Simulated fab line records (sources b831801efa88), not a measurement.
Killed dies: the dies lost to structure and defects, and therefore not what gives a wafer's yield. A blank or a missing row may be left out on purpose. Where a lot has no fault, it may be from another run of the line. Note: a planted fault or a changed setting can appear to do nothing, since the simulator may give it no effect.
fab line records	flow gf180mcu
record: lots: 24	wafers: 72	lastDay: 35
route steps=602 shown HV_LDD@207 V1@357 M2@364 M4@459 TOP_METAL@571
lots with no fault: from the same line, run without faults
startH: hours from the record's opening day to when the first of the lot's shown wafers began	waitH: hours from the lot's prior step to this one	" repeats the value in the row above	L1.1+2: several wafers, shown together as one row	- no value, or no start was given	* or withheld: withheld	< > ~ a bound
route shown NAME@n: NAME is a module with steps in the file, n the number in the route of the first one	usual: mean and standard deviation over wafers with no fault	same: alike in all rows	chamber/n: place in a boat	sites: readings site by site	_std_site: the standard deviation of these	_edge_site: mean of outer sites minus mean of inner sites	radiusMm: for every site, how far away it sits from the centre of the wafer	mask NAME#n: copy n	behind: tool/chamber where the wafer was last shaped	hold: what put the lot on hold/how long, in hours/how the hold closed	device: transistor that didn't switch, given as n, p or np	end of line: the route-end tests of the same wafers	where a step has no rows: the recipe by itself	killed: at the first sort, the dies lost to defects and structure; wafer yield is something else	map: a wafer's dies, marking killed ones x, the rest . and places with no die _
set.NAME: setting as actually run; set.NAME@STEP: the setting as run at that earlier step	model.NAME: the simulator's own value behind a step, which no gauge read
the route's steps for a sample of lots (tables are steps, rows are wafers)
services: the hour from which a tool's chamber was out of use, counted from the record's first day as startH (under 0 if before that day), plus the number of hours and why
== steps ==
step: GF_HV_LDD_CD_MEAS_31
recipe: targetCdNm: 400
usual: cdNm: 399.9/2.5
lot.wafer	tool	chamber	startH	waitH	cdNm
L074.3	cdSem-02	-	264.99	0.1	399.1
L074.4	"	-	"	"	399.0
L074.6	"	-	"	"	400.1
L075.2	cdSem-02	-	274.84	0.1	401.2
L075.3	"	-	"	"	398.6
L075.5	"	-	"	"	397.9
L076.2	cdSem-02	-	275.89	0.1	395.2
L076.4	"	-	"	"	394.7
L076.5	"	-	"	"	396.2
L077.2	cdSem-01	-	285.17	0.1	403.3
L077.4	"	-	"	"	403.5
L077.5	"	-	"	"	403.3
L078.1	cdSem-02	-	299.57	0.1	401.5
L078.5	"	-	"	"	403.4
L078.6	"	-	"	"	401.2
L079.2	cdSem-02	-	305.82	0.1	398.3
L079.3	"	-	"	"	397.6
L079.5	"	-	"	"	397.2
L080.2	cdSem-01	-	311.84	0.1	398.6
L080.3	"	-	"	"	396.1
L080.4	"	-	"	"	396.7
L082.1	cdSem-02	-	325.05	0.1	400.0
L082.5	"	-	"	"	401.8
L082.6	"	-	"	"	400.7
L081.1	cdSem-02	-	326.58	0.1	399.3
L081.2	"	-	"	"	398.4
L081.6	"	-	"	"	400.8
L083.1	cdSem-02	-	332.97	0.1	400.3
L083.4	"	-	"	"	396.5
L083.6	"	-	"	"	398.4
L084.1	cdSem-01	-	338.00	0.1	402.7
L084.3	"	-	"	"	403.4
L084.6	"	-	"	"	401.9
L085.1	cdSem-02	-	344.32	0.1	398.5
L085.2	"	-	"	"	401.5
L085.4	"	-	"	"	400.6
L086.2	cdSem-02	-	351.14	0.1	398.5
L086.4	"	-	"	"	397.9
L086.5	"	-	"	"	397.0
L087.2	cdSem-02	-	360.10	0.1	396.3
L087.3	"	-	"	"	395.8
L087.4	"	-	"	"	397.8
L088.2	cdSem-01	-	374.47	0.1	396.7
L088.4	"	-	"	"	400.1
L088.6	"	-	"	"	397.3
L089.1	cdSem-01	-	385.93	0.1	400.8
L089.4	"	-	"	"	401.1
L089.6	"	-	"	"	400.1
L090.1	cdSem-02	-	390.75	0.1	401.9
L090.4	"	-	"	"	402.0
L090.6	"	-	"	"	402.3
L091.1	cdSem-02	-	397.78	0.1	403.2
L091.4	"	-	"	"	401.6
L091.5	"	-	"	"	400.2
L092.3	cdSem-01	-	403.85	0.1	404.0
L092.4	"	-	"	"	403.9
L092.5	"	-	"	"	405.7
L093.2	cdSem-01	-	414.63	0.1	401.1
L093.4	"	-	"	"	403.4
L093.5	"	-	"	"	402.9
L094.1	cdSem-02	-	419.48	0.1	397.3
L094.2	"	-	"	"	398.1
L094.3	"	-	"	"	398.2
L095.2	cdSem-01	-	433.67	0.1	398.2
L095.4	"	-	"	"	400.5
L095.6	"	-	"	"	398.9
L096.1	cdSem-02	-	438.45	0.1	399.2
L096.4	"	-	"	"	397.7
L096.6	"	-	"	"	398.3
L097.4	cdSem-02	-	446.44	0.1	402.0
L097.5	"	-	"	"	402.8
L097.6	"	-	"	"	401.3
step: GF_V1_SPUTTER_22
recipe: material: TiN	targetThkNm: 10	chamberPressurePa: 5	powerW: 4000	timeS: 40
usual: throttleValvePct: 30.4/0.86
lot.wafer	tool	chamber	startH	waitH	throttleValvePct
L074.3	pvdSputter-01	-	430.90	0.0	31.4
L074.4	"	-	"	"	31.6
L074.6	"	-	"	"	31.7
L075.2	pvdSputter-01	-	443.02	0.0	30.7
L075.3	"	-	"	"	30.4
L075.5	"	-	"	"	31.5
L076.2	pvdSputter-04	-	443.81	0.0	30.1
L076.4	"	-	"	"	28.2
L076.5	"	-	"	"	30.0
L077.2	pvdSputter-02	-	454.98	0.0	29.9
L077.4	"	-	"	"	29.9
L077.5	"	-	"	"	29.9
L078.1	pvdSputter-04	-	472.04	0.0	30.1
L078.5	"	-	"	"	30.7
L078.6	"	-	"	"	28.1
L079.2	pvdSputter-01	-	480.89	0.0	30.8
L079.3	"	-	"	"	31.5
L079.5	"	-	"	"	31.6
L080.2	pvdSputter-02	-	486.47	0.0	30.1
L080.3	"	-	"	"	30.5
L080.4	"	-	"	"	29.9
L082.1	pvdSputter-04	-	500.69	0.0	28.2
L082.5	"	-	"	"	29.3
L082.6	"	-	"	"	30.9
L081.1	pvdSputter-01	-	502.24	0.0	30.4
L081.2	"	-	"	"	30.6
L081.6	"	-	"	"	30.9
L083.1	pvdSputter-02	-	510.02	0.0	31.0
L083.4	"	-	"	"	30.0
L083.6	"	-	"	"	30.1
L084.1	pvdSputter-01	-	514.89	0.0	30.7
L084.3	"	-	"	"	30.7
L084.6	"	-	"	"	30.7
L085.1	pvdSputter-04	-	522.38	0.0	29.4
L085.2	"	-	"	"	30.5
L085.4	"	-	"	"	30.2
L086.2	pvdSputter-01	-	530.32	0.0	31.6
L086.4	"	-	"	"	30.6
L086.5	"	-	"	"	30.5
L087.2	pvdSputter-04	-	539.33	0.0	30.7
L087.3	"	-	"	"	29.3
L087.4	"	-	"	"	28.2
L088.2	pvdSputter-01	-	553.13	0.0	31.4
L088.4	"	-	"	"	30.5
L088.6	"	-	"	"	31.6
L089.1	pvdSputter-01	-	564.89	0.0	31.5
L089.4	"	-	"	"	30.7
L089.6	"	-	"	"	31.2
L090.1	pvdSputter-02	-	567.15	0.0	30.7
L090.4	"	-	"	"	30.2
L090.6	"	-	"	"	31.3
L091.1	pvdSputter-04	-	575.72	0.0	28.2
L091.4	"	-	"	"	30.8
L091.5	"	-	"	"	29.7
L092.3	pvdSputter-04	-	581.20	0.0	29.3
L092.4	"	-	"	"	30.5
L092.5	"	-	"	"	29.2
L093.2	pvdSputter-02	-	590.49	0.0	30.9
L093.4	"	-	"	"	30.6
L093.5	"	-	"	"	30.0
L094.1	pvdSputter-02	-	597.06	0.0	29.8
L094.2	"	-	"	"	30.5
L094.3	"	-	"	"	30.0
L095.2	pvdSputter-01	-	608.48	0.0	30.4
L095.4	"	-	"	"	31.4
L095.6	"	-	"	"	30.6
L096.1	pvdSputter-04	-	612.62	0.0	30.5
L096.4	"	-	"	"	30.9
L096.6	"	-	"	"	30.0
L097.4	pvdSputter-02	-	619.77	0.0	30.0
L097.5	"	-	"	"	30.1
L097.6	"	-	"	"	30.6
step: GF_V1_RS_MEAS_24
recipe: thkMeasGauge: four-point-probe	reads: W_of_V1_CVD_23+TiN_of_V1_SPUTTER_22+Ti_of_V1_SPUTTER_21
usual: V1_W_RS: 0.332/0.0046
lot.wafer	tool	chamber	startH	waitH	V1_W_RS[ohm/sq]
L074.3	filmMetro-01	-	431.10	0.1	0.333
L074.4	"	-	"	"	0.331
L074.6	"	-	"	"	0.332
L075.2	filmMetro-03	-	443.19	0.1	0.324
L075.3	"	-	"	"	0.326
L075.5	"	-	"	"	0.323
L076.2	filmMetro-02	-	443.98	0.1	0.335
L076.4	"	-	"	"	0.334
L076.5	"	-	"	"	0.336
L077.2	filmMetro-02	-	455.15	0.1	0.331
L077.4	"	-	"	"	0.335
L077.5	"	-	"	"	0.328
L078.1	filmMetro-03	-	472.19	0.1	0.338
L078.5	"	-	"	"	0.326
L078.6	"	-	"	"	0.333
L079.2	filmMetro-01	-	481.07	0.1	0.321
L079.3	"	-	"	"	0.321
L079.5	"	-	"	"	0.325
L080.2	filmMetro-01	-	486.64	0.1	0.338
L080.3	"	-	"	"	0.329
L080.4	"	-	"	"	0.337
L082.1	filmMetro-01	-	500.96	0.2	0.340
L082.5	"	-	"	"	0.339
L082.6	"	-	"	"	0.341
L081.1	filmMetro-03	-	502.39	0.1	0.327
L081.2	"	-	"	"	0.332
L081.6	"	-	"	"	0.333
L083.1	filmMetro-03	-	510.17	0.1	0.335
L083.4	"	-	"	"	0.336
L083.6	"	-	"	"	0.333
L084.1	filmMetro-03	-	515.04	0.1	0.334
L084.3	"	-	"	"	0.337
L084.6	"	-	"	"	0.337
L085.1	filmMetro-03	-	522.53	0.1	0.328
L085.2	"	-	"	"	0.332
L085.4	"	-	"	"	0.330
L086.2	filmMetro-02	-	530.49	0.1	0.332
L086.4	"	-	"	"	0.327
L086.5	"	-	"	"	0.332
L087.2	filmMetro-03	-	539.50	0.1	0.335
L087.3	"	-	"	"	0.330
L087.4	"	-	"	"	0.336
L088.2	filmMetro-02	-	553.30	0.1	0.326
L088.4	"	-	"	"	0.330
L088.6	"	-	"	"	0.324
L089.1	filmMetro-02	-	565.04	0.1	0.329
L089.4	"	-	"	"	0.327
L089.6	"	-	"	"	0.326
L090.1	filmMetro-02	-	567.30	0.1	0.323
L090.4	"	-	"	"	0.329
L090.6	"	-	"	"	0.330
L091.1	filmMetro-03	-	575.87	0.1	0.330
L091.4	"	-	"	"	0.331
L091.5	"	-	"	"	0.330
L092.3	filmMetro-03	-	581.39	0.1	0.332
L092.4	"	-	"	"	0.335
L092.5	"	-	"	"	0.341
L093.2	filmMetro-01	-	590.66	0.1	0.334
L093.4	"	-	"	"	0.329
L093.5	"	-	"	"	0.334
L094.1	filmMetro-03	-	597.21	0.1	0.336
L094.2	"	-	"	"	0.330
L094.3	"	-	"	"	0.335
L095.2	filmMetro-02	-	608.65	0.1	0.336
L095.4	"	-	"	"	0.333
L095.6	"	-	"	"	0.332
L096.1	filmMetro-02	-	612.77	0.1	0.338
L096.4	"	-	"	"	0.333
L096.6	"	-	"	"	0.332
L097.4	filmMetro-03	-	619.98	0.1	0.336
L097.5	"	-	"	"	0.339
L097.6	"	-	"	"	0.338
step: GF_M2_SPUTTER_02
recipe: material: AlCu	targetThkNm: 450	powerW: 10600	timeS: 23.9	chamberPressurePa: 0.4
usual: throttleValvePct: 29.8/0.86
lot.wafer	tool	chamber	startH	waitH	throttleValvePct
L074.3	pvdSputter-04	-	431.67	0.0	28.2
L074.4	"	-	"	"	30.6
L074.6	"	-	"	"	28.4
L075.2	pvdSputter-03	-	443.78	0.0	28.5
L075.3	"	-	"	"	28.6
L075.5	"	-	"	"	29.0
L076.2	pvdSputter-02	-	444.57	0.0	29.8
L076.4	"	-	"	"	31.2
L076.5	"	-	"	"	31.4
L077.2	pvdSputter-02	-	455.96	0.0	30.3
L077.4	"	-	"	"	31.3
L077.5	"	-	"	"	30.6
L078.1	pvdSputter-02	-	472.80	0.0	29.9
L078.5	"	-	"	"	30.2
L078.6	"	-	"	"	31.1
L079.2	pvdSputter-02	-	481.66	0.0	30.0
L079.3	"	-	"	"	30.0
L079.5	"	-	"	"	30.6
L080.2	pvdSputter-04	-	487.23	0.0	28.3
L080.3	"	-	"	"	29.3
L080.4	"	-	"	"	30.4
L082.1	pvdSputter-02	-	501.57	0.0	31.3
L082.5	"	-	"	"	30.5
L082.6	"	-	"	"	29.9
L081.1	pvdSputter-03	-	503.00	0.0	29.0
L081.2	"	-	"	"	28.9
L081.6	"	-	"	"	29.0
L083.1	pvdSputter-04	-	510.78	0.0	29.5
L083.4	"	-	"	"	30.1
L083.6	"	-	"	"	28.0
L084.1	pvdSputter-02	-	515.65	0.0	30.1
L084.3	"	-	"	"	29.9
L084.6	"	-	"	"	30.3
L085.1	pvdSputter-03	-	523.14	0.0	29.2
L085.2	"	-	"	"	29.2
L085.4	"	-	"	"	28.8
L086.2	pvdSputter-02	-	531.08	0.0	30.5
L086.4	"	-	"	"	29.8
L086.5	"	-	"	"	30.1
L087.2	pvdSputter-02	-	540.09	0.0	30.0
L087.3	"	-	"	"	30.7
L087.4	"	-	"	"	30.0
L088.2	pvdSputter-02	-	553.89	0.0	31.2
L088.4	"	-	"	"	29.9
L088.6	"	-	"	"	30.2
L089.1	pvdSputter-04	-	565.65	0.0	29.9
L089.4	"	-	"	"	28.3
L089.6	"	-	"	"	29.1
L090.1	pvdSputter-03	-	567.91	0.0	28.9
L090.4	"	-	"	"	29.0
L090.6	"	-	"	"	28.7
L091.1	pvdSputter-03	-	576.48	0.0	29.5
L091.4	"	-	"	"	28.8
L091.5	"	-	"	"	29.3
L092.3	pvdSputter-02	-	581.96	0.0	30.7
L092.4	"	-	"	"	31.1
L092.5	"	-	"	"	30.9
L093.2	pvdSputter-03	-	591.25	0.0	28.6
L093.4	"	-	"	"	29.0
L093.5	"	-	"	"	29.2
L094.1	pvdSputter-03	-	597.82	0.0	29.3
L094.2	"	-	"	"	28.4
L094.3	"	-	"	"	28.7
L095.2	pvdSputter-02	-	609.24	0.0	30.5
L095.4	"	-	"	"	29.9
L095.6	"	-	"	"	30.1
L096.1	pvdSputter-02	-	613.38	0.0	30.6
L096.4	"	-	"	"	29.7
L096.6	"	-	"	"	29.9
L097.4	pvdSputter-03	-	620.53	0.0	29.4
L097.5	"	-	"	"	29.2
L097.6	"	-	"	"	28.7
step: GF_M4_SPUTTER_03
recipe: material: Ti	targetThkNm: 10	substrateTempC: 300	chamberPressurePa: 0.3	powerW: 3000	timeS: 6.7
usual: substrateTempC: 299.99/0.21	throttleValvePct: 29.7/0.86
lot.wafer	tool	chamber	startH	waitH	substrateTempC	throttleValvePct
L074.3	pvdSputter-02	-	534.43	0.0	300.06	31.0
L074.4	"	-	"	"	300.05	29.9
L074.6	"	-	"	"	299.88	30.7
L075.2	pvdSputter-03	-	545.03	0.0	300.15	29.5
L075.3	"	-	"	"	300.03	28.7
L075.5	"	-	"	"	300.13	28.7
L076.2	pvdSputter-02	-	546.93	0.0	300.18	30.8
L076.4	"	-	"	"	299.91	30.0
L076.5	"	-	"	"	299.81	30.8
L077.2	pvdSputter-04	-	556.93	0.0	300.30	29.8
L077.4	"	-	"	"	300.42	28.2
L077.5	"	-	"	"	300.06	30.5
L078.1	pvdSputter-03	-	574.01	0.0	299.91	28.6
L078.5	"	-	"	"	300.15	28.6
L078.6	"	-	"	"	299.90	28.8
L079.2	pvdSputter-03	-	581.84	0.0	299.89	28.6
L079.3	"	-	"	"	299.83	29.1
L079.5	"	-	"	"	300.09	29.0
L080.2	pvdSputter-02	-	586.33	0.0	299.92	30.5
L080.3	"	-	"	"	300.27	30.3
L080.4	"	-	"	"	299.83	29.6
L082.1	pvdSputter-02	-	599.06	0.0	299.76	30.5
L082.5	"	-	"	"	300.00	30.5
L082.6	"	-	"	"	300.00	29.8
L081.1	pvdSputter-03	-	599.74	0.0	299.80	28.5
L081.2	"	-	"	"	300.07	28.7
L081.6	"	-	"	"	299.84	28.8
L083.1	pvdSputter-03	-	607.89	0.0	300.12	29.4
L083.4	"	-	"	"	300.02	29.3
L083.6	"	-	"	"	299.84	28.7
L084.1	pvdSputter-02	-	611.62	0.0	300.29	30.5
L084.3	"	-	"	"	299.95	30.2
L084.6	"	-	"	"	299.97	30.1
L085.1	pvdSputter-02	-	619.16	0.0	299.83	31.2
L085.2	"	-	"	"	300.21	30.0
L085.4	"	-	"	"	299.83	30.5
L086.2	pvdSputter-04	-	625.35	0.0	300.02	30.0
L086.4	"	-	"	"	300.12	28.0
L086.5	"	-	"	"	299.99	30.7
L087.2	pvdSputter-02	-	632.80	0.0	299.83	30.6
L087.3	"	-	"	"	300.37	31.2
L087.4	"	-	"	"	299.91	29.8
L088.2	pvdSputter-03	-	646.04	0.0	299.73	29.1
L088.4	"	-	"	"	299.65	29.2
L088.6	"	-	"	"	300.17	28.5
L089.1	pvdSputter-02	-	657.37	0.0	300.14	30.4
L089.4	"	-	"	"	300.02	30.7
L089.6	"	-	"	"	300.01	29.9
L090.1	pvdSputter-02	-	659.16	0.0	299.76	30.0
L090.4	"	-	"	"	300.00	30.2
L090.6	"	-	"	"	299.64	30.8
L091.1	pvdSputter-03	-	667.16	0.0	300.17	28.9
L091.4	"	-	"	"	299.89	29.3
L091.5	"	-	"	"	300.04	28.6
L092.3	pvdSputter-04	-	672.13	0.0	299.95	29.4
L092.4	"	-	"	"	299.55	30.1
L092.5	"	-	"	"	299.86	29.4
L093.2	pvdSputter-03	-	680.57	0.0	299.73	28.5
L093.4	"	-	"	"	300.07	29.0
L093.5	"	-	"	"	300.02	29.2
L094.1	pvdSputter-03	-	685.84	0.0	300.21	29.4
L094.2	"	-	"	"	300.39	28.6
L094.3	"	-	"	"	300.03	28.8
L095.2	pvdSputter-02	-	697.29	0.0	300.32	30.3
L095.4	"	-	"	"	299.78	30.5
L095.6	"	-	"	"	299.86	30.5
L096.1	pvdSputter-04	-	699.94	0.0	300.07	31.0
L096.4	"	-	"	"	300.09	28.3
L096.6	"	-	"	"	300.09	29.3
L097.4	pvdSputter-02	-	706.09	0.0	299.75	30.6
L097.5	"	-	"	"	299.86	31.1
L097.6	"	-	"	"	299.82	29.7
step: GF_TOP_METAL_SPUTTER_04
recipe: material: TiN	targetThkNm: 25	powerW: 6500	timeS: 20.8	chamberPressurePa: 0.4
usual: throttleValvePct: 29.6/0.87
lot.wafer	tool	chamber	startH	waitH	throttleValvePct
L074.3	pvdSputter-04	-	651.86	0.0	29.3
L074.4	"	-	"	"	30.8
L074.6	"	-	"	"	30.3
L075.2	pvdSputter-02	-	659.71	0.0	30.1
L075.3	"	-	"	"	30.1
L075.5	"	-	"	"	30.1
L076.2	pvdSputter-04	-	660.74	0.0	29.4
L076.4	"	-	"	"	31.0
L076.5	"	-	"	"	30.2
L077.2	pvdSputter-02	-	669.98	0.0	30.1
L077.4	"	-	"	"	30.5
L077.5	"	-	"	"	30.5
L078.1	pvdSputter-02	-	683.67	0.0	30.5
L078.5	"	-	"	"	30.5
L078.6	"	-	"	"	30.1
L079.2	pvdSputter-03	-	692.65	0.0	29.6
L079.3	"	-	"	"	28.5
L079.5	"	-	"	"	28.4
L080.2	pvdSputter-03	-	696.28	0.0	28.8
L080.3	"	-	"	"	28.8
L080.4	"	-	"	"	28.5
L082.1	pvdSputter-04	-	705.79	0.0	28.2
L082.5	"	-	"	"	30.8
L082.6	"	-	"	"	29.7
L081.1	pvdSputter-04	-	707.16	0.0	28.4
L081.2	"	-	"	"	29.7
L081.6	"	-	"	"	29.3
L083.1	pvdSputter-04	-	715.47	0.0	29.3
L083.4	"	-	"	"	30.4
L083.6	"	-	"	"	29.4
L084.1	pvdSputter-02	-	717.86	0.0	30.0
L084.3	"	-	"	"	31.4
L084.6	"	-	"	"	29.8
L085.1	pvdSputter-03	-	724.77	0.0	28.4
L085.2	"	-	"	"	28.7
L085.4	"	-	"	"	29.4
L086.2	pvdSputter-04	-	729.91	0.0	29.6
L086.4	"	-	"	"	29.8
L086.5	"	-	"	"	28.3
L087.2	pvdSputter-03	-	736.77	0.0	28.6
L087.3	"	-	"	"	29.4
L087.4	"	-	"	"	28.6
L088.2	pvdSputter-02	-	748.14	0.0	31.3
L088.4	"	-	"	"	30.0
L088.6	"	-	"	"	31.3
L089.1	pvdSputter-03	-	759.01	0.0	29.4
L089.4	"	-	"	"	28.7
L089.6	"	-	"	"	29.0
L090.1	pvdSputter-02	-	759.31	0.0	31.1
L090.4	"	-	"	"	30.4
L090.6	"	-	"	"	30.5
L091.1	pvdSputter-03	-	766.55	0.0	28.9
L091.4	"	-	"	"	28.6
L091.5	"	-	"	"	29.3
L092.3	pvdSputter-03	-	770.30	0.0	28.8
L092.4	"	-	"	"	29.5
L092.5	"	-	"	"	28.6
L093.2	pvdSputter-04	-	777.03	0.0	28.7
L093.4	"	-	"	"	30.1
L093.5	"	-	"	"	30.0
L094.1	pvdSputter-03	-	781.66	0.0	28.6
L094.2	"	-	"	"	28.8
L094.3	"	-	"	"	29.5
L095.2	pvdSputter-02	-	791.85	0.0	30.5
L095.4	"	-	"	"	30.1
L095.6	"	-	"	"	30.9
L096.1	pvdSputter-04	-	794.16	0.0	29.3
L096.4	"	-	"	"	30.0
L096.6	"	-	"	"	30.6
L097.4	pvdSputter-04	-	798.52	0.0	30.0
L097.5	"	-	"	"	28.4
L097.6	"	-	"	"	30.5
== services ==
tool	chamber	startH	hours	kind
pvdSputter-04	3	412.65	-	consumableReplace:kit
pvdSputter-04	3	412.65	18.0	scheduledDown
pvdSputter-04	3	412.65	18.0	ventCycle
pvdSputter-03	-	413.20	1.9	repair
pvdSputter-01	-	426.35	3.0	repair
pvdSputter-03	-	432.01	9.3	repair
pvdSputter-03	0	504.88	-	consumableReplace:kit
pvdSputter-03	0	504.88	18.0	scheduledDown
pvdSputter-03	0	504.88	18.0	ventCycle
pvdSputter-01	-	508.74	2.5	repair
pvdSputter-04	-	543.83	2.0	repair
pvdSputter-02	-	571.25	7.4	repair
pvdSputter-04	2	606.03	-	consumableReplace:kit
pvdSputter-02	3	645.02	-	consumableReplace:kit
pvdSputter-02	3	645.02	18.0	scheduledDown
pvdSputter-02	3	645.02	18.0	ventCycle
pvdSputter-01	-	676.21	3.9	repair
pvdSputter-01	-	677.27	1.2	repair
pvdSputter-03	-	686.44	1.1	repair
pvdSputter-04	-	749.27	1.8	repair
pvdSputter-03	-	791.00	9.7	repair
pvdSputter-02	2	791.88	-	consumableReplace:kit
pvdSputter-02	2	791.88	18.0	scheduledDown
pvdSputter-02	2	791.88	18.0	ventCycle
== key ==
fault none
